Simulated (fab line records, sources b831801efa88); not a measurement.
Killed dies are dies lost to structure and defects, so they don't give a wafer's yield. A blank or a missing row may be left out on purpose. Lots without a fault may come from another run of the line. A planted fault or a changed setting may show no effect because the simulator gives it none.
Which tool did it? | flow gf180mcu | 6 lots, 17 wafers sampled, at 3 steps of a route of 602

WHAT THE GAUGES READ, wafer by wafer
GF_STI_THK_MEAS_22.
lot  | measured    | on            | STI_OXIDATION_01_THK (nm)
L208 | day 2 16:37 | film_metro-02 | 14.90 15.12 15.26
L211 | day 3 06:06 | film_metro-03 | 15.13 14.93 15.29
L213 | day 3 18:47 | film_metro-01 | 15.08 14.81 15.11
L216 | day 4 06:56 | film_metro-01 | 15.09 15.25 15.15
L218 | day 4 18:20 | film_metro-02 | 14.90 14.72 14.78
L228 | day 6 20:01 | film_metro-01 | 14.88 15.09

WHICH TOOL RAN EACH LOT (tool, then ch and the chambers of the sampled wafers, then the start)
lot  | GF_STI_ETCH_13                    | GF_STI_STRIP_15
L208 | rie_diel-02 ch 0,1,2, day 2 14:36 | plasma_asher-04 ch 0,1, day 2 14:45
L211 | rie_diel-03 ch 0,1,2, day 3 02:45 | plasma_asher-04 ch 0,1, day 3 02:56
L213 | rie_diel-02 ch 0,1, day 3 17:02   | plasma_asher-03 ch 0,1, day 3 17:11
L216 | rie_diel-03 ch 1,2, day 4 04:48   | plasma_asher-04 ch 0,1, day 4 04:57
L218 | rie_diel-04 ch 0,1,2, day 4 14:57 | plasma_asher-04 ch 1, day 4 15:06
L228 | rie_diel-04 ch 0,3, day 6 18:17   | plasma_asher-03 ch 0, day 6 18:26
- GF_STI_ETCH_13: etches the open film in CHF3/O2, stops on Si, target depth 282.31 nm, time 112.9 s.
- GF_STI_STRIP_15: strips in O2/N2.

THE ANSWER, worked out from the rows above alone
Rule: what is usual is taken from the lots themselves. Put in order of their means at a reading, lots are off if they are a third of the lots or fewer, leave a main group of 4 or more, and stand apart from it by a gap of 3 or more times the standard deviation of the main group's means; of several such gaps the widest counts. A main group whose means are all the same, to the digits that the tables above print for the reading, isn't used. A lot without any number at a reading at which 4 lots or more have one is off too. The other lots that the step has rows for count as sound.
No lot is off at any reading shown: from this, nothing can be told.

WHAT THE SIMULATOR HAD PUT IN
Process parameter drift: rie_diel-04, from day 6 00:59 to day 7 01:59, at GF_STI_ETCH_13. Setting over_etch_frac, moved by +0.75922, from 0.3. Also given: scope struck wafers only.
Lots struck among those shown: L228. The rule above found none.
